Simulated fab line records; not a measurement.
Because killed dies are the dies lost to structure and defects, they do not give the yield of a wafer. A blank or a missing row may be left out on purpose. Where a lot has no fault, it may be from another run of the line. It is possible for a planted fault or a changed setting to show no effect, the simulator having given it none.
Which of the tools did it? || flow gf180mcu || 13 lots with 39 wafers sampled at 5 steps, on a route of 602 steps

WHAT THE GAUGES SHOWED, per wafer
GF_VT_IMPLANT_TW_MEAS_32. Usual: VT_IMPLANT_3_TW typically reads 269.8, with standard deviation 2.6.
{"lot": "L724", "measured": "day 7 05:56", "on": "film-metro-02", "VT_IMPLANT_3_TW": "265.2 265.8 266.8", "flag": ""}
{"lot": "L725", "measured": "day 7 08:20", "on": "film-metro-02", "VT_IMPLANT_3_TW": "267.5 267.1 266.7", "flag": ""}
{"lot": "L727", "measured": "day 7 13:09", "on": "film-metro-04", "VT_IMPLANT_3_TW": "272.1 270.0 270.3", "flag": ""}
{"lot": "L731", "measured": "day 9 01:32", "on": "film-metro-01", "VT_IMPLANT_3_TW": "270.9 271.1 271.1", "flag": ""}
{"lot": "L734", "measured": "day 9 20:03", "on": "film-metro-01", "VT_IMPLANT_3_TW": "271.6 271.7 270.8", "flag": ""}
{"lot": "L735", "measured": "day 10 00:21", "on": "film-metro-01", "VT_IMPLANT_3_TW": "271.2 268.5 271.3", "flag": ""}
{"lot": "L737", "measured": "day 10 14:04", "on": "film-metro-02", "VT_IMPLANT_3_TW": "263.5 265.2 265.6", "flag": ""}
{"lot": "L738", "measured": "day 10 23:29", "on": "film-metro-02", "VT_IMPLANT_3_TW": "263.2 263.6 264.3", "flag": ""}
{"lot": "L739", "measured": "day 10 23:47", "on": "film-metro-01", "VT_IMPLANT_3_TW": "271.2 270.7 271.1", "flag": ""}
{"lot": "L740", "measured": "day 11 06:53", "on": "film-metro-04", "VT_IMPLANT_3_TW": "270.1 270.0 270.2", "flag": ""}
{"lot": "L741", "measured": "day 11 14:38", "on": "film-metro-02", "VT_IMPLANT_3_TW": "268.7 268.9 268.1", "flag": ""}
{"lot": "L742", "measured": "day 11 20:25", "on": "film-metro-01", "VT_IMPLANT_3_TW": "271.9 271.7 271.9", "flag": ""}
{"lot": "L744", "measured": "day 12 05:53", "on": "film-metro-04", "VT_IMPLANT_3_TW": "271.4 271.6 270.1", "flag": ""}

GF_DUAL_GATE_OVL_MEAS_11. Usual: DUAL_GATE_OVL typically reads 0.1 nm, with standard deviation 1.3.
{"lot": "L724", "measured": "day 8 16:17", "on": "overlay-01", "DUAL_GATE_OVL (nm)": "1.2 -0.2 0.1", "flag": ""}
{"lot": "L725", "measured": "day 8 20:37", "on": "overlay-01", "DUAL_GATE_OVL (nm)": "-1.8 -0.8 -0.6", "flag": ""}
{"lot": "L727", "measured": "day 8 23:29", "on": "overlay-01", "DUAL_GATE_OVL (nm)": "-0.7 1.2 0.9", "flag": ""}
{"lot": "L731", "measured": "day 10 15:13", "on": "overlay-02", "DUAL_GATE_OVL (nm)": "-0.5 -0.1 1.2", "flag": ""}
{"lot": "L734", "measured": "day 11 14:01", "on": "overlay-02", "DUAL_GATE_OVL (nm)": "-0.9 -0.6 -0.2", "flag": ""}
{"lot": "L735", "measured": "day 11 18:10", "on": "overlay-02", "DUAL_GATE_OVL (nm)": "0.8 0.2 1.9", "flag": ""}
{"lot": "L737", "measured": "day 12 05:53", "on": "overlay-02", "DUAL_GATE_OVL (nm)": "1.9 -0.3 -0.6", "flag": ""}
{"lot": "L738", "measured": "day 12 18:46", "on": "overlay-02", "DUAL_GATE_OVL (nm)": "-2.2 -1.2 0.0", "flag": ""}
{"lot": "L739", "measured": "day 12 18:28", "on": "overlay-02", "DUAL_GATE_OVL (nm)": "-1.1 0.0 -1.6", "flag": ""}
{"lot": "L740", "measured": "day 13 01:01", "on": "overlay-02", "DUAL_GATE_OVL (nm)": "0.4 -2.0 -1.1", "flag": ""}
{"lot": "L741", "measured": "day 13 06:54", "on": "overlay-01", "DUAL_GATE_OVL (nm)": "1.6 1.2 1.4", "flag": ""}
{"lot": "L742", "measured": "day 13 11:41", "on": "overlay-02", "DUAL_GATE_OVL (nm)": "1.2 2.2 1.0", "flag": ""}
{"lot": "L744", "measured": "day 14 01:31", "on": "overlay-01", "DUAL_GATE_OVL (nm)": "1.2 0.6 1.1", "flag": ""}

GF_POLY_GATE_THK_MEAS_01. Usual: POLY_GATE_CVD_00_THK typically reads 200.3 nm, with standard deviation 1.8.
{"lot": "L724", "measured": "day 8 20:11", "on": "film-metro-04", "POLY_GATE_CVD_00_THK (nm)": "198.6 200.3 199.0", "flag": ""}
{"lot": "L725", "measured": "day 8 23:51", "on": "film-metro-01", "POLY_GATE_CVD_00_THK (nm)": "199.5 199.6 198.9", "flag": ""}
{"lot": "L727", "measured": "day 9 03:17", "on": "film-metro-03", "POLY_GATE_CVD_00_THK (nm)": "201.5 199.9 200.4", "flag": ""}
{"lot": "L731", "measured": "day 10 22:31", "on": "film-metro-01", "POLY_GATE_CVD_00_THK (nm)": "203.5 203.8 205.3", "flag": ""}
{"lot": "L734", "measured": "day 11 18:21", "on": "film-metro-01", "POLY_GATE_CVD_00_THK (nm)": "207.9 210.2 229.9", "flag": "OFF"}
{"lot": "L735", "measured": "day 12 00:59", "on": "film-metro-01", "POLY_GATE_CVD_00_THK (nm)": "207.1 209.4 225.3", "flag": "OFF"}
{"lot": "L737", "measured": "day 12 10:29", "on": "film-metro-04", "POLY_GATE_CVD_00_THK (nm)": "199.1 198.6 198.8", "flag": ""}
{"lot": "L738", "measured": "day 12 22:31", "on": "film-metro-04", "POLY_GATE_CVD_00_THK (nm)": "199.9 200.4 200.0", "flag": ""}
{"lot": "L739", "measured": "day 12 22:31", "on": "film-metro-03", "POLY_GATE_CVD_00_THK (nm)": "199.3 197.7 197.3", "flag": ""}
{"lot": "L740", "measured": "day 13 04:11", "on": "film-metro-03", "POLY_GATE_CVD_00_THK (nm)": "202.2 203.8 202.6", "flag": ""}
{"lot": "L741", "measured": "day 13 11:17", "on": "film-metro-04", "POLY_GATE_CVD_00_THK (nm)": "199.7 199.4 199.9", "flag": ""}
{"lot": "L742", "measured": "day 13 15:31", "on": "film-metro-04", "POLY_GATE_CVD_00_THK (nm)": "200.1 202.9 201.0", "flag": ""}
{"lot": "L744", "measured": "day 14 05:47", "on": "film-metro-03", "POLY_GATE_CVD_00_THK (nm)": "201.8 202.3 203.3", "flag": ""}

GF_POLY_GATE_CD_MEAS_18. Usual: 280.1 nm for cd-nm, sd 1.8.
{"lot": "L724", "measured": "day 9 14:59", "on": "cd-sem-02", "cd-nm (nm)": "279.4 279.2 279.0", "flag": ""}
{"lot": "L725", "measured": "day 9 18:03", "on": "cd-sem-01", "cd-nm (nm)": "279.8 278.8 278.7", "flag": ""}
{"lot": "L727", "measured": "day 9 23:00", "on": "cd-sem-01", "cd-nm (nm)": "282.3 280.6 281.1", "flag": ""}
{"lot": "L731", "measured": "day 11 21:30", "on": "cd-sem-02", "cd-nm (nm)": "280.5 281.8 280.7", "flag": ""}
{"lot": "L734", "measured": "day 12 14:20", "on": "cd-sem-02", "cd-nm (nm)": "280.9 276.7 277.9", "flag": ""}
{"lot": "L735", "measured": "day 12 23:03", "on": "cd-sem-01", "cd-nm (nm)": "279.5 277.4 279.1", "flag": ""}
{"lot": "L737", "measured": "day 13 07:17", "on": "cd-sem-01", "cd-nm (nm)": "279.2 275.9 281.5", "flag": ""}
{"lot": "L738", "measured": "day 13 21:47", "on": "cd-sem-02", "cd-nm (nm)": "278.7 280.9 281.1", "flag": ""}
{"lot": "L739", "measured": "day 13 20:32", "on": "cd-sem-02", "cd-nm (nm)": "280.5 280.6 283.0", "flag": ""}
{"lot": "L740", "measured": "day 14 03:26", "on": "cd-sem-02", "cd-nm (nm)": "278.0 280.2 282.2", "flag": ""}
{"lot": "L741", "measured": "day 14 09:59", "on": "cd-sem-02", "cd-nm (nm)": "280.5 279.1 277.5", "flag": ""}
{"lot": "L742", "measured": "day 14 13:41", "on": "cd-sem-01", "cd-nm (nm)": "278.5 280.1 276.7", "flag": ""}
{"lot": "L744", "measured": "day 15 03:46", "on": "cd-sem-01", "cd-nm (nm)": "281.4 284.4 279.4", "flag": ""}

WHAT TOOL EACH LOT RAN ON (gives the tool, then ch and the chambers of the sampled wafers, and finally the start)
{"lot": "L724", "GF_POLY_GATE_CVD_00": "lpcvd-02 ch 0, day 8 18:10"}
{"lot": "L725", "GF_POLY_GATE_CVD_00": "lpcvd-01 ch 1, day 8 22:29"}
{"lot": "L727", "GF_POLY_GATE_CVD_00": "lpcvd-01 ch 1, day 9 01:56"}
{"lot": "L731", "GF_POLY_GATE_CVD_00": "lpcvd-02 ch 1, day 10 21:10"}
{"lot": "L734", "GF_POLY_GATE_CVD_00": "lpcvd-01 ch 1, day 11 17:01"}
{"lot": "L735", "GF_POLY_GATE_CVD_00": "lpcvd-01 ch 0, day 11 22:59"}
{"lot": "L737", "GF_POLY_GATE_CVD_00": "lpcvd-02 ch 0, day 12 09:08"}
{"lot": "L738", "GF_POLY_GATE_CVD_00": "lpcvd-02 ch 1, day 12 21:10"}
{"lot": "L739", "GF_POLY_GATE_CVD_00": "lpcvd-02 ch 1, day 12 21:10"}
{"lot": "L740", "GF_POLY_GATE_CVD_00": "lpcvd-02 ch 0, day 13 02:51"}
{"lot": "L741", "GF_POLY_GATE_CVD_00": "lpcvd-02 ch 1, day 13 09:56"}
{"lot": "L742", "GF_POLY_GATE_CVD_00": "lpcvd-02 ch 0, day 13 14:10"}
{"lot": "L744", "GF_POLY_GATE_CVD_00": "lpcvd-02 ch 1, day 14 04:26"}
- GF_POLY_GATE_CVD_00: deposits poly-Si, target thk 200 nm, time 1200 s.

WHAT THE TOOLS THEMSELVES READ (means of the sampled wafers that have a number; where no wafer has one, the mark that the record gives instead)
GF_POLY_GATE_CVD_00. Usual: spike-tc-centre-C 621.2 C, standard deviation 1.5; spike-tc-lower-C 620.7 C, standard deviation 1.1; spike-tc-upper-C 619.5 C, standard deviation 1.2; susceptor-temp-C 620.0 C, standard deviation 0.33; zone-power-centre-pct 8.8 %, standard deviation 1.1; zone-power-top-pct 20.9 %, standard deviation 2.6; zone-power-upper-pct 8.1 %, standard deviation 0.46.
{"lot": "L724", "tool": "lpcvd-02", "spike-tc-centre-C (C)": 621.5, "spike-tc-lower-C (C)": 621.4, "spike-tc-upper-C (C)": 620.0, "susceptor-temp-C (C)": 620.0, "zone-power-centre-pct (%)": 7.4, "zone-power-top-pct (%)": 25.1, "zone-power-upper-pct (%)": 8.5, "flag": ""}
{"lot": "L725", "tool": "lpcvd-01", "spike-tc-centre-C (C)": 620.2, "spike-tc-lower-C (C)": 621.6, "spike-tc-upper-C (C)": 619.1, "susceptor-temp-C (C)": 620.1, "zone-power-centre-pct (%)": 8.0, "zone-power-top-pct (%)": 20.3, "zone-power-upper-pct (%)": 8.6, "flag": ""}
{"lot": "L727", "tool": "lpcvd-01", "spike-tc-centre-C (C)": 620.3, "spike-tc-lower-C (C)": 620.3, "spike-tc-upper-C (C)": 618.2, "susceptor-temp-C (C)": 619.9, "zone-power-centre-pct (%)": 8.0, "zone-power-top-pct (%)": 20.4, "zone-power-upper-pct (%)": 8.5, "flag": ""}
{"lot": "L731", "tool": "lpcvd-02", "spike-tc-centre-C (C)": 622.8, "spike-tc-lower-C (C)": 620.6, "spike-tc-upper-C (C)": 621.0, "susceptor-temp-C (C)": 620.4, "zone-power-centre-pct (%)": 9.5, "zone-power-top-pct (%)": 21.7, "zone-power-upper-pct (%)": 7.6, "flag": ""}
{"lot": "L734", "tool": "lpcvd-01", "spike-tc-centre-C (C)": 639.8, "spike-tc-lower-C (C)": 617.9, "spike-tc-upper-C (C)": 616.3, "susceptor-temp-C (C)": 620.5, "zone-power-centre-pct (%)": 11.0, "zone-power-top-pct (%)": 20.6, "zone-power-upper-pct (%)": 6.8, "flag": "OFF"}
{"lot": "L735", "tool": "lpcvd-01", "spike-tc-centre-C (C)": 640.8, "spike-tc-lower-C (C)": 617.5, "spike-tc-upper-C (C)": 615.8, "susceptor-temp-C (C)": 619.8, "zone-power-centre-pct (%)": 14.2, "zone-power-top-pct (%)": 17.7, "zone-power-upper-pct (%)": 6.2, "flag": "OFF"}
{"lot": "L737", "tool": "lpcvd-02", "spike-tc-centre-C (C)": 621.4, "spike-tc-lower-C (C)": 620.5, "spike-tc-upper-C (C)": 620.8, "susceptor-temp-C (C)": 619.8, "zone-power-centre-pct (%)": 7.4, "zone-power-top-pct (%)": 25.3, "zone-power-upper-pct (%)": 8.5, "flag": ""}
{"lot": "L738", "tool": "lpcvd-02", "spike-tc-centre-C (C)": 622.8, "spike-tc-lower-C (C)": 620.3, "spike-tc-upper-C (C)": 620.5, "susceptor-temp-C (C)": 620.5, "zone-power-centre-pct (%)": 9.4, "zone-power-top-pct (%)": 21.5, "zone-power-upper-pct (%)": 7.6, "flag": ""}
{"lot": "L739", "tool": "lpcvd-02", "spike-tc-centre-C (C)": 622.6, "spike-tc-lower-C (C)": 619.9, "spike-tc-upper-C (C)": 620.2, "susceptor-temp-C (C)": 620.4, "zone-power-centre-pct (%)": 9.5, "zone-power-top-pct (%)": 21.6, "zone-power-upper-pct (%)": 7.6, "flag": ""}
{"lot": "L740", "tool": "lpcvd-02", "spike-tc-centre-C (C)": 621.3, "spike-tc-lower-C (C)": 621.7, "spike-tc-upper-C (C)": 620.3, "susceptor-temp-C (C)": 620.1, "zone-power-centre-pct (%)": 7.3, "zone-power-top-pct (%)": 25.2, "zone-power-upper-pct (%)": 8.5, "flag": ""}
{"lot": "L741", "tool": "lpcvd-02", "spike-tc-centre-C (C)": 623.3, "spike-tc-lower-C (C)": 619.4, "spike-tc-upper-C (C)": 620.3, "susceptor-temp-C (C)": 619.9, "zone-power-centre-pct (%)": 9.4, "zone-power-top-pct (%)": 21.4, "zone-power-upper-pct (%)": 7.6, "flag": ""}
{"lot": "L742", "tool": "lpcvd-02", "spike-tc-centre-C (C)": 622.1, "spike-tc-lower-C (C)": 620.6, "spike-tc-upper-C (C)": 619.5, "susceptor-temp-C (C)": 619.6, "zone-power-centre-pct (%)": 7.4, "zone-power-top-pct (%)": 25.2, "zone-power-upper-pct (%)": 8.5, "flag": ""}
{"lot": "L744", "tool": "lpcvd-02", "spike-tc-centre-C (C)": 622.9, "spike-tc-lower-C (C)": 620.7, "spike-tc-upper-C (C)": 619.9, "susceptor-temp-C (C)": 620.6, "zone-power-centre-pct (%)": 9.3, "zone-power-top-pct (%)": 21.6, "zone-power-upper-pct (%)": 7.5, "flag": ""}

THE ANSWER, worked out from the rows above alone
Rule: a lot is off if the mean of its wafers that have a number lies more than 3 standard deviations from the usual mean. A lot without any number at a reading at which 4 lots or more have one is off too. Where the step has rows for the other lots, those lots are counted as sound. First the gauges in route order, then the tools' own readings, where a lot's mean is used as printed above. The first step at which some lot is off is used, and at that step the reading that is off furthest; a lot without a number counts as furthest.
Off: at GF_POLY_GATE_THK_MEAS_01 (POLY_GATE_CVD_00_THK), L734, L735.
A tool fits if, at a process step before that reading, it ran every lot that is off, and no sound lot after the first of them. Not tried: the gauges at GF_POLY_GATE_THK_MEAS_01; whatever is off there is also off at GF_POLY_GATE_CVD_00, on other tools, and gauge error can't account for it. One fits: lpcvd-01 at GF_POLY_GATE_CVD_00. A fault onset in the window from L727 (day 9 01:56, its last sound lot) to L734 (day 11 17:01, its first lot off) fits.
The tool's own readings at GF_POLY_GATE_CVD_00 bear it out: on the lots that are off they differ by more than 5 times the standard deviation of the sound lots' means. spike-tc-centre-C reads 640.3 C there against 621.9 C on the sound lots; spike-tc-upper-C reads 616.0 C there against 620.0 C on the sound lots.

WHAT WAS PUT IN BY THE SIMULATOR
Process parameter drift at GF_POLY_GATE_CVD_00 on lpcvd-01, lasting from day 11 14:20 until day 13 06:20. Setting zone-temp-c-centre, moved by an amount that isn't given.
Struck lots among those shown: L734, L735. The same result came from the rule above.
